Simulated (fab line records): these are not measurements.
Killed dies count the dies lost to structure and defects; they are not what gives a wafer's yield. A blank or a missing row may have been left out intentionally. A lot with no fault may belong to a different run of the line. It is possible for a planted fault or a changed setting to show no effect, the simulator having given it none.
fab line records	flow gf180mcu	part 1 of 2: steps 1 to 32 of 44
record lots=5	wafers=15	lastDay=33
route steps=602 shown HV_LDD@218 NSD@235 PSD@248
lots that met no fault: taken from a fault-free run of the same line
startH: hours from the record's opening day to when the first of the lot's shown wafers began	waitH: hours from the lot's prior step to this one	" the same as in the row above	L1.1+2: several wafers, shown together as one row	- no value, or no start given	* or withheld: withheld	< > ~ a bound
route shown NAME@n: a module of which the file shows steps, and the number in the route of the first	usual: mean and standard deviation over wafers with no fault	same: alike in all rows	chamber/n: place in a boat	sites: each site's reading	_std_site: how widely they spread, as a standard deviation	_edge_site: mean of outer sites minus mean of inner sites	radiusMm: for every site, how far away it sits from the centre of the wafer	mask NAME#n: copy n	behind: the tool/chamber that last shaped the wafer	hold: what put the lot on hold/how long, in hours/how the hold closed	device: the n, p or np transistor that did not switch	end of line: at the end of the route, the tests of the same wafers	step lacking rows: just its recipe	killed: count of dies lost to structure and defects at first sort (not the wafer's yield)	map: per-die view of a wafer (x killed, . not killed, _ where there is no die)
set.NAME: the run value of the setting; set.NAME@STEP: its run value at that earlier step	model.NAME: the simulator's own value behind a step, which no gauge read
certain route steps with their lots: each step a table, each wafer a row
services: when a tool's chamber went out of use (startH, in hours from the record's first day, below 0 if earlier), for how many hours, and the reason
## steps
# step GF_HV_LDD_SOFTBAKE_42
# recipe tempC=90	timeS=60	resist=NOVOLAK
lot.wafer	tool	chamber	startH	waitH
L074.1+2+6	lithoTrack-02	0	260.01	0.1
L077.3+4+5	lithoTrack-03	0	291.04	0.1
L084.1+3+6	lithoTrack-03	0	353.09	0.1
L090.1+4+6	lithoTrack-01	0	398.40	0.1
L094.2+4+5	lithoTrack-03	0	420.11	0.1
# step GF_HV_LDD_EXPOSE_43
# recipe maskId=Pplus_HV_AREA	targetCdNm=400	na=0.6	sourceShape=conventional	sigmaOuter=0.6	doseMj=140
lot.wafer	tool	chamber	startH	waitH	mask
L074.1+2+6	ilineStepper-02	0	-	-	Pplus_HV_AREA#0
L077.3+4+5	ilineStepper-01	0	-	-	Pplus_HV_AREA#0
L084.1+3+6	ilineStepper-01	0	-	-	Pplus_HV_AREA#0
L090.1+4+6	ilineStepper-02	0	-	-	Pplus_HV_AREA#0
L094.2+4+5	ilineStepper-01	0	-	-	Pplus_HV_AREA#0
# step GF_HV_LDD_PEB_44
# recipe tempC=withheld	timeS=*	resist=NOVOLAK
lot.wafer	tool	chamber	startH	waitH
L074.1+2+6	lithoTrack-01	0	-	-
L077.3+4+5	lithoTrack-01	0	-	-
L084.1+3+6	lithoTrack-03	0	-	-
L090.1+4+6	lithoTrack-01	0	-	-
L094.2+4+5	lithoTrack-01	0	-	-
# step GF_HV_LDD_DEVELOP_45
# recipe developTimeS=60	devTempC=23
lot.wafer	tool	chamber	startH	waitH
L074.1+2+6	lithoTrack-01	0	268.95	0.1
L077.3+4+5	lithoTrack-01	0	300.85	0.1
L084.1+3+6	lithoTrack-03	0	364.44	0.1
L090.1+4+6	lithoTrack-01	0	409.90	0.1
L094.2+4+5	lithoTrack-01	0	430.33	0.1
# step GF_HV_LDD_CD_MEAS_46
# recipe targetCdNm=400
# usual cdNm=399.4/2.2
lot.wafer	tool	chamber	startH	waitH	cdNm
L074.1	cdSem-01	-	269.10	0.1	396.7
L074.2	"	-	"	"	399.0
L074.6	"	-	"	"	398.7
L077.3	cdSem-02	-	300.99	0.1	396.6
L077.4	"	-	"	"	395.4
L077.5	"	-	"	"	396.6
L084.1	cdSem-01	-	364.59	0.1	403.8
L084.3	"	-	"	"	402.1
L084.6	"	-	"	"	402.1
L090.1	cdSem-02	-	410.05	0.1	397.1
L090.4	"	-	"	"	396.2
L090.6	"	-	"	"	395.5
L094.2	cdSem-02	-	430.47	0.1	398.9
L094.4	"	-	"	"	399.4
L094.5	"	-	"	"	397.5
# step GF_HV_LDD_OVL_MEAS_47
# usual HV_LDD_03_OVL=-0.2/1.5
lot.wafer	tool	chamber	startH	waitH	HV_LDD_03_OVL[nm]
L074.1	overlay-01	-	269.22	0.1	0.6
L074.2	"	-	"	"	1.0
L074.6	"	-	"	"	0.4
L077.3	overlay-01	-	301.09	0.1	0.9
L077.4	"	-	"	"	1.6
L077.5	"	-	"	"	1.8
L084.1	overlay-02	-	364.71	0.1	-1.1
L084.3	"	-	"	"	-0.7
L084.6	"	-	"	"	-0.4
L090.1	overlay-01	-	410.17	0.1	-0.9
L090.4	"	-	"	"	-1.1
L090.6	"	-	"	"	-0.1
L094.2	overlay-02	-	430.58	0.1	0.5
L094.4	"	-	"	"	-0.8
L094.5	"	-	"	"	-0.7
# step GF_HV_LDD_IMPLANT_48
# recipe species=B	energyKev=25	doseCm2=3e+13	tiltDeg=7
# same implantIonAmu=11
lot.wafer	tool	chamber	startH	waitH
L074.1+2+6	implanter-04	0	269.26	0.0
L077.3+4+5	implanter-04	0	301.16	0.1
L084.1+3+6	implanter-02	0	364.75	0.0
L090.1+4+6	implanter-04	0	410.21	0.0
L094.2+4+5	implanter-04	0	430.63	0.0
# step GF_HV_LDD_STRIP_49
# recipe chemistry=O2/N2	powerW=1400	pressureMtorr=1500	platenTempC=250	o2FlowSccm=3000	n2FlowSccm=300	overashFraction=0.5
# usual drypumpMotorCurrentA=5.6/0.39	heaterPowerW=317/51	oesProductAu=0.716/0.0047	stripTimeToEndpointS=12.65/0.033
lot.wafer	tool	chamber	startH	waitH	drypumpMotorCurrentA	heaterPowerW	oesProductAu	rfHoursCounterH	stripTimeToEndpointS
L074.1	plasmaAsher-02	1	269.41	0.1	6.0	297	0.722	59	12.64
L074.2	"	0	"	"	5.9	296	0.716	59	12.61
L074.6	"	1	"	"	6.0	302	0.713	-	12.67
L077.3	plasmaAsher-02	0	301.29	0.1	5.9	284	0.716	-	12.65
L077.4	"	1	"	"	6.0	287	0.713	-	12.71
L077.5	"	0	"	"	5.9	293	0.716	-	12.73
L084.1	plasmaAsher-01	0	364.90	0.1	4.8	331	0.714	22	12.66
L084.3	"	1	"	"	5.7	257	0.722	-	12.65
L084.6	"	1	"	"	5.7	268	0.721	-	12.64
L090.1	plasmaAsher-02	1	410.36	0.1	6.0	293	0.722	75	12.67
L090.4	"	0	"	"	5.9	298	0.720	-	12.65
L090.6	"	1	"	"	6.0	294	0.718	-	12.69
L094.2	plasmaAsher-02	1	430.76	0.1	6.0	289	0.708	78	12.71
L094.4	"	0	"	"	5.8	293	0.731	-	12.67
L094.5	"	1	"	"	6.0	287	0.713	-	12.72
# step GF_HV_LDD_TW_MEAS_50
# usual HV_LDD_4_TW=571/5.4
lot.wafer	tool	chamber	startH	waitH	HV_LDD_4_TW
L074.1	filmMetro-03	-	269.51	0.1	568
L074.2	"	-	"	"	567
L074.6	"	-	"	"	567
L077.3	filmMetro-04	-	301.38	0.1	574
L077.4	"	-	"	"	574
L077.5	"	-	"	"	574
L084.1	filmMetro-04	-	365.00	0.1	577
L084.3	"	-	"	"	576
L084.6	"	-	"	"	576
L090.1	filmMetro-03	-	410.46	0.1	567
L090.4	"	-	"	"	563
L090.6	"	-	"	"	564
L094.2	filmMetro-04	-	430.87	0.1	575
L094.4	"	-	"	"	578
L094.5	"	-	"	"	579
# step GF_HV_LDD_CLEAN_51
# recipe chemistry=SC1/SC2	mix=1:4:20	tempC=70	timeS=150	dry=n2Spin
# usual tempC=70.02/0.12
lot.wafer	tool	chamber	startH	waitH	tempC
L074.1	wetBench-04	0	269.57	0.1	70.10
L074.2	"	0	"	"	70.05
L074.6	"	0	"	"	69.98
L077.3	wetBench-01	3	301.42	0.0	70.01
L077.4	"	3	"	"	69.90
L077.5	"	3	"	"	70.22
L084.1	wetBench-01	0	365.06	0.1	69.97
L084.3	"	0	"	"	69.90
L084.6	"	0	"	"	69.92
L090.1	wetBench-01	1	410.52	0.1	70.12
L090.4	"	1	"	"	70.11
L090.6	"	1	"	"	70.20
L094.2	wetBench-01	3	430.92	0.0	70.14
L094.4	"	3	"	"	69.90
L094.5	"	3	"	"	70.14
# step GF_HV_LDD_RTA_52
# recipe tempC=1000	timeS=10	ambient=N2
# usual lampPowerPct=34.2/2.4	wafer_temp_C_max=1003.9/1.4
lot.wafer	tool	chamber	startH	waitH	lampPowerPct	wafer_temp_C_max
L074.1	rtpAnneal-01	0	269.62	0.0	31.4	1003.4
L074.2	"	0	"	"	31.4	1002.2
L074.6	"	0	"	"	31.4	1003.6
L077.3	rtpAnneal-02	0	301.49	0.0	36.2	1004.6
L077.4	"	0	"	"	36.2	1004.7
L077.5	"	0	"	"	36.2	1005.5
L084.1	rtpAnneal-01	0	365.11	0.0	31.4	1003.2
L084.3	"	0	"	"	31.4	1002.2
L084.6	"	0	"	"	31.4	1002.5
L090.1	rtpAnneal-02	0	410.57	0.0	36.2	1004.5
L090.4	"	0	"	"	36.2	1005.0
L090.6	"	0	"	"	36.2	1006.1
L094.2	rtpAnneal-01	0	430.98	0.0	31.4	1002.6
L094.4	"	0	"	"	31.4	1002.4
L094.5	"	0	"	"	31.4	1002.6
# step GF_HV_LDD_RS_MEAS_53
# recipe thkMeasGauge=four-point-probe
# usual HV_LDD_RS=418.8/0.89
lot.wafer	tool	chamber	startH	waitH	HV_LDD_RS[ohm/sq]
L074.1	filmMetro-02	-	269.69	0.1	418.4
L074.2	"	-	"	"	418.1
L074.6	"	-	"	"	419.0
L077.3	filmMetro-04	-	301.58	0.1	418.8
L077.4	"	-	"	"	419.7
L077.5	"	-	"	"	418.6
L084.1	filmMetro-03	-	365.17	0.1	417.8
L084.3	"	-	"	"	418.8
L084.6	"	-	"	"	418.9
L090.1	filmMetro-03	-	410.63	0.1	419.9
L090.4	"	-	"	"	419.6
L090.6	"	-	"	"	420.4
L094.2	filmMetro-04	-	431.05	0.1	417.8
L094.4	"	-	"	"	418.8
L094.5	"	-	"	"	420.4
# step GF_HV_LDD_CVD_54
# recipe material=SiO2	targetThkNm=10	precursor=TEOS	tempC=680	timeS=75	pressureMtorr=400
# usual spikeTcTopC=695.1/1
lot.wafer	tool	chamber	startH	waitH	spikeTcTopC
L074.1	lpcvd-02	1	269.81	0.1	695.1
L074.2	"	1	"	"	696.4
L074.6	"	1	"	"	694.5
L077.3	lpcvd-02	1	301.66	0.1	695.6
L077.4	"	1	"	"	693.9
L077.5	"	1	"	"	693.5
L084.1	lpcvd-02	1	365.29	0.1	694.4
L084.3	"	1	"	"	695.7
L084.6	"	1	"	"	694.6
L090.1	lpcvd-02	1	410.75	0.1	695.5
L090.4	"	1	"	"	694.5
L090.6	"	1	"	"	695.9
L094.2	lpcvd-01	0	431.15	0.1	692.8
L094.4	"	0	"	"	695.0
L094.5	"	0	"	"	695.1
# step GF_HV_LDD_THK_MEAS_55
# recipe reads=SiO2_of_HV_LDD_CVD_54
# usual HV_LDD_CVD_54_THK=9.97/0.11
lot.wafer	tool	chamber	startH	waitH	HV_LDD_CVD_54_THK[nm]
L074.1	filmMetro-04	-	270.83	0.0	9.88
L074.2	"	-	"	"	9.80
L074.6	"	-	"	"	9.91
L077.3	filmMetro-04	-	302.70	0.0	9.94
L077.4	"	-	"	"	9.93
L077.5	"	-	"	"	10.01
L084.1	filmMetro-02	-	366.31	0.0	10.09
L084.3	"	-	"	"	10.09
L084.6	"	-	"	"	10.07
L090.1	filmMetro-04	-	411.78	0.0	10.05
L090.4	"	-	"	"	9.94
L090.6	"	-	"	"	10.10
L094.2	filmMetro-02	-	432.18	0.0	10.11
L094.4	"	-	"	"	10.03
L094.5	"	-	"	"	9.98
# step GF_HV_LDD_CVD_56
# recipe material=Si3N4	precursor=DCS/NH3	targetThkNm=90	tempC=770	timeS=1543	pressureMtorr=250
# usual spikeTcTopC=782.3/1.1
lot.wafer	tool	chamber	startH	waitH	spikeTcTopC
L074.1	lpcvd-01	0	270.89	0.1	781.6
L074.2	"	0	"	"	783.8
L074.6	"	0	"	"	782.6
L077.3	lpcvd-02	1	302.74	0.0	783.2
L077.4	"	1	"	"	780.4
L077.5	"	1	"	"	781.4
L084.1	lpcvd-02	1	366.37	0.1	782.0
L084.3	"	1	"	"	782.2
L084.6	"	1	"	"	781.7
L090.1	lpcvd-01	0	412.26	0.5	780.6
L090.4	"	0	"	"	780.8
L090.6	"	0	"	"	782.6
L094.2	lpcvd-02	1	432.23	0.0	782.8
L094.4	"	1	"	"	781.5
L094.5	"	1	"	"	780.5
# step GF_HV_LDD_THK_MEAS_57
# recipe reads=Si3N4_of_HV_LDD_CVD_56
# usual HV_LDD_CVD_56_THK=89.7/0.7
lot.wafer	tool	chamber	startH	waitH	HV_LDD_CVD_56_THK[nm]
L074.1	filmMetro-03	-	272.32	0.0	89.7
L074.2	"	-	"	"	90.3
L074.6	"	-	"	"	90.4
L077.3	filmMetro-04	-	304.19	0.0	88.3
L077.4	"	-	"	"	87.9
L077.5	"	-	"	"	88.2
L084.1	filmMetro-03	-	367.80	0.0	89.9
L084.3	"	-	"	"	90.2
L084.6	"	-	"	"	90.3
L090.1	filmMetro-04	-	413.69	0.0	89.6
L090.4	"	-	"	"	89.5
L090.6	"	-	"	"	89.8
L094.2	filmMetro-04	-	433.67	0.0	89.5
L094.4	"	-	"	"	90.7
L094.5	"	-	"	"	90.4
# step GF_HV_LDD_ETCHBACK_58
# recipe chemistry=CH3F/O2	target=Si3N4	stopOn=SiO2	sourceW=400	biasW=80	pressureMtorr=25	ch3fFlowSccm=40	O2_flow_sccm=30	timeS=100	targetDepthA=900
# usual drypumpMotorCurrentA=5.9/0.33	oesProductAu=0.841/0.0059	throttleValvePct=10.560/0.0095
lot.wafer	tool	chamber	startH	waitH	drypumpMotorCurrentA	oesProductAu	rfHoursCounterH	throttleValvePct
L074.1	rieDiel-01	0	272.38	0.1	5.9	0.844	18	10.550
L074.2	"	2	"	"	5.6	0.846	45	10.567
L074.6	"	2	"	"	5.6	0.844	-	10.563
L077.3	rieDiel-02	3	304.23	0.0	5.2	0.837	9	10.573
L077.4	"	1	"	"	6.0	0.838	5	10.547
L077.5	"	1	"	"	6.0	0.827	-	10.557
L084.1	rieDiel-02	2	367.86	0.1	6.4	0.839	14	10.561
L084.3	"	3	"	"	5.3	0.838	11	10.547
L084.6	"	3	"	"	5.2	0.842	-	10.559
L090.1	rieDiel-02	2	413.75	0.1	6.4	0.841	15	10.561
L090.4	"	3	"	"	5.3	0.835	12	10.552
L090.6	"	0	"	"	5.7	0.838	-	10.566
L094.2	rieDiel-03	0	433.72	0.0	6.3	0.837	13	10.556
L094.4	"	1	"	"	6.4	0.846	2	10.566
L094.5	"	3	"	"	5.6	0.848	-	10.553
# step GF_NSD_DEHYDRATE_00
# recipe tempC=200	timeS=60
lot.wafer	tool	chamber	startH	waitH
L074.1+2+6	lithoTrack-02	0	281.11	8.7
L077.3+4+5	lithoTrack-04	0	314.45	10.2
L084.1+3+6	lithoTrack-01	0	378.30	10.4
L090.1+4+6	lithoTrack-02	0	423.76	10.0
L094.2+4+5	lithoTrack-04	0	446.23	12.5
# step GF_NSD_HMDS_01
# recipe primeTimeS=60	primeTempC=120
lot.wafer	tool	chamber	startH	waitH
L074.1+2+6	lithoTrack-02	0	281.26	0.1
L077.3+4+5	lithoTrack-04	0	314.60	0.1
L084.1+3+6	lithoTrack-01	0	378.45	0.1
L090.1+4+6	lithoTrack-02	0	423.91	0.1
L094.2+4+5	lithoTrack-04	0	446.38	0.1
# step GF_NSD_COAT_02
# recipe resist=NOVOLAK	spinRpm=3000	resistThkNm=1000
lot.wafer	tool	chamber	startH	waitH
L074.1+2+6	lithoTrack-02	0	281.41	0.1
L077.3+4+5	lithoTrack-04	0	314.75	0.1
L084.1+3+6	lithoTrack-01	0	378.60	0.1
L090.1+4+6	lithoTrack-02	0	424.06	0.1
L094.2+4+5	lithoTrack-04	0	446.53	0.1
# step GF_NSD_SOFTBAKE_03
# recipe tempC=90	timeS=60	resist=NOVOLAK
lot.wafer	tool	chamber	startH	waitH
L074.1+2+6	lithoTrack-02	0	281.56	0.1
L077.3+4+5	lithoTrack-04	0	314.90	0.1
L084.1+3+6	lithoTrack-01	0	378.75	0.1
L090.1+4+6	lithoTrack-02	0	424.21	0.1
L094.2+4+5	lithoTrack-04	0	446.68	0.1
# step GF_NSD_EXPOSE_04
# recipe maskId=Nplus	targetCdNm=400	na=0.6	sourceShape=conventional	sigmaOuter=0.6	doseMj=140
lot.wafer	tool	chamber	startH	waitH	mask
L074.1+2+6	ilineStepper-01	0	-	-	Nplus#0
L077.3+4+5	ilineStepper-01	0	-	-	Nplus#0
L084.1+3+6	ilineStepper-02	0	-	-	Nplus#0
L090.1+4+6	ilineStepper-02	0	-	-	Nplus#0
L094.2+4+5	ilineStepper-01	0	-	-	Nplus#0
# step GF_NSD_PEB_05
# recipe tempC=withheld	timeS=*	resist=NOVOLAK
lot.wafer	tool	chamber	startH	waitH
L074.1+2+6	lithoTrack-01	0	-	-
L077.3+4+5	lithoTrack-02	0	-	-
L084.1+3+6	lithoTrack-02	0	-	-
L090.1+4+6	lithoTrack-02	0	-	-
L094.2+4+5	lithoTrack-01	0	-	-
# step GF_NSD_DEVELOP_06
# recipe developTimeS=60	devTempC=23
lot.wafer	tool	chamber	startH	waitH
L074.1+2+6	lithoTrack-01	0	291.75	0.1
L077.3+4+5	lithoTrack-02	0	325.21	0.1
L084.1+3+6	lithoTrack-02	0	390.81	0.1
L090.1+4+6	lithoTrack-02	0	436.11	0.1
L094.2+4+5	lithoTrack-01	0	458.43	0.1
# step GF_NSD_CD_MEAS_07
# recipe targetCdNm=400
# usual cdNm=399.8/2.1
lot.wafer	tool	chamber	startH	waitH	cdNm
L074.1	cdSem-01	-	291.90	0.1	396.6
L074.2	"	-	"	"	398.9
L074.6	"	-	"	"	398.6
L077.3	cdSem-02	-	325.35	0.1	401.2
L077.4	"	-	"	"	399.5
L077.5	"	-	"	"	400.4
L084.1	cdSem-02	-	390.96	0.1	401.8
L084.3	"	-	"	"	400.3
L084.6	"	-	"	"	402.6
L090.1	cdSem-01	-	436.26	0.1	398.9
L090.4	"	-	"	"	399.5
L090.6	"	-	"	"	399.2
L094.2	cdSem-02	-	458.57	0.1	401.3
L094.4	"	-	"	"	400.0
L094.5	"	-	"	"	399.4
# step GF_NSD_OVL_MEAS_08
# usual NSD_OVL=-0.5/1.3
lot.wafer	tool	chamber	startH	waitH	NSD_OVL[nm]
L074.1	overlay-02	-	292.02	0.1	2.8
L074.2	"	-	"	"	-1.1
L074.6	"	-	"	"	0.4
L077.3	overlay-01	-	325.44	0.1	-0.4
L077.4	"	-	"	"	-0.2
L077.5	"	-	"	"	-0.7
L084.1	overlay-01	-	391.08	0.1	0.5
L084.3	"	-	"	"	-3.0
L084.6	"	-	"	"	-2.0
L090.1	overlay-02	-	436.38	0.1	-3.0
L090.4	"	-	"	"	-2.3
L090.6	"	-	"	"	-1.9
L094.2	overlay-01	-	458.68	0.1	-0.3
L094.4	"	-	"	"	-0.3
L094.5	"	-	"	"	-1.7
# step GF_NSD_IMPLANT_09
# recipe species=As	energyKev=60	doseCm2=4e+15	tiltDeg=7
# same implantIonAmu=75
lot.wafer	tool	chamber	startH	waitH
L074.1+2+6	implanter-02	0	292.06	0.0
L077.3+4+5	implanter-03	0	325.52	0.1
L084.1+3+6	implanter-01	0	391.12	0.0
L090.1+4+6	implanter-01	0	436.42	0.0
L094.2+4+5	implanter-01	0	458.73	0.0
# step GF_NSD_IMPLANT_10
# recipe species=P	energyKev=40	doseCm2=5e+14	tiltDeg=7
# same implantIonAmu=31
lot.wafer	tool	chamber	startH	waitH
L074.1+2+6	implanter-02	0	292.21	0.1
L077.3+4+5	implanter-03	0	325.67	0.1
L084.1+3+6	implanter-01	0	391.27	0.1
L090.1+4+6	implanter-01	0	436.57	0.1
L094.2+4+5	implanter-01	0	458.88	0.1
# step GF_NSD_STRIP_11
# recipe chemistry=O2/N2	powerW=1400	pressureMtorr=1500	platenTempC=250	o2FlowSccm=3000	n2FlowSccm=300	overashFraction=0.5
# usual drypumpMotorCurrentA=5.7/0.39	heaterPowerW=323/49	oesProductAu=0.487/0.0047	stripTimeToEndpointS=22.98/0.036
lot.wafer	tool	chamber	startH	waitH	drypumpMotorCurrentA	heaterPowerW	oesProductAu	rfHoursCounterH	stripTimeToEndpointS
L074.1	plasmaAsher-02	1	292.36	0.1	6.0	295	0.489	62	22.94
L074.2	"	0	"	"	5.8	295	0.475	62	22.98
L074.6	"	1	"	"	6.0	294	0.488	-	22.98
L077.3	plasmaAsher-04	1	325.80	0.1	4.8	298	0.493	-	22.94
L077.4	"	0	"	"	6.1	312	0.484	-	22.99
L077.5	"	0	"	"	6.1	311	0.489	-	22.99
L084.1	plasmaAsher-02	0	391.42	0.1	5.9	297	0.483	73	22.98
L084.3	"	0	"	"	5.8	295	0.495	-	23.00
L084.6	"	1	"	"	6.0	294	0.487	-	23.02
L090.1	plasmaAsher-03	1	436.72	0.1	5.5	313	0.490	0	23.01
L090.4	"	0	"	"	5.7	442	0.492	-	22.99
L090.6	"	1	"	"	5.5	313	0.483	-	23.00
L094.2	plasmaAsher-02	1	459.01	0.1	6.0	295	0.486	81	22.98
L094.4	"	0	"	"	5.9	288	0.482	-	22.98
L094.5	"	1	"	"	6.0	287	0.484	-	22.99
# step GF_NSD_TW_MEAS_12
# usual NSD_TW=4281/24
lot.wafer	tool	chamber	startH	waitH	NSD_TW
L074.1	filmMetro-02	-	292.47	0.1	4311
L074.2	"	-	"	"	4294
L074.6	"	-	"	"	4302
L077.3	filmMetro-02	-	325.89	0.1	4264
L077.4	"	-	"	"	4246
L077.5	"	-	"	"	4260
L084.1	filmMetro-02	-	391.52	0.1	4259
L084.3	"	-	"	"	4252
L084.6	"	-	"	"	4251
L090.1	filmMetro-04	-	436.82	0.1	4293
L090.4	"	-	"	"	4278
L090.6	"	-	"	"	4263
L094.2	filmMetro-02	-	459.12	0.1	4247
L094.4	"	-	"	"	4224
L094.5	"	-	"	"	4228
# step GF_PSD_DEHYDRATE_00
# recipe tempC=200	timeS=60
lot.wafer	tool	chamber	startH	waitH
L074.1+2+6	lithoTrack-02	0	301.41	8.9
L077.3+4+5	lithoTrack-02	0	336.46	10.6
L084.1+3+6	lithoTrack-03	0	401.64	10.1
L090.1+4+6	lithoTrack-04	0	448.60	11.8
L094.2+4+5	lithoTrack-03	0	471.61	12.5
# step GF_PSD_HMDS_01
# recipe primeTimeS=60	primeTempC=120
lot.wafer	tool	chamber	startH	waitH
L074.1+2+6	lithoTrack-02	0	301.56	0.1
L077.3+4+5	lithoTrack-02	0	336.61	0.1
L084.1+3+6	lithoTrack-03	0	401.79	0.1
L090.1+4+6	lithoTrack-04	0	448.75	0.1
L094.2+4+5	lithoTrack-03	0	471.76	0.1
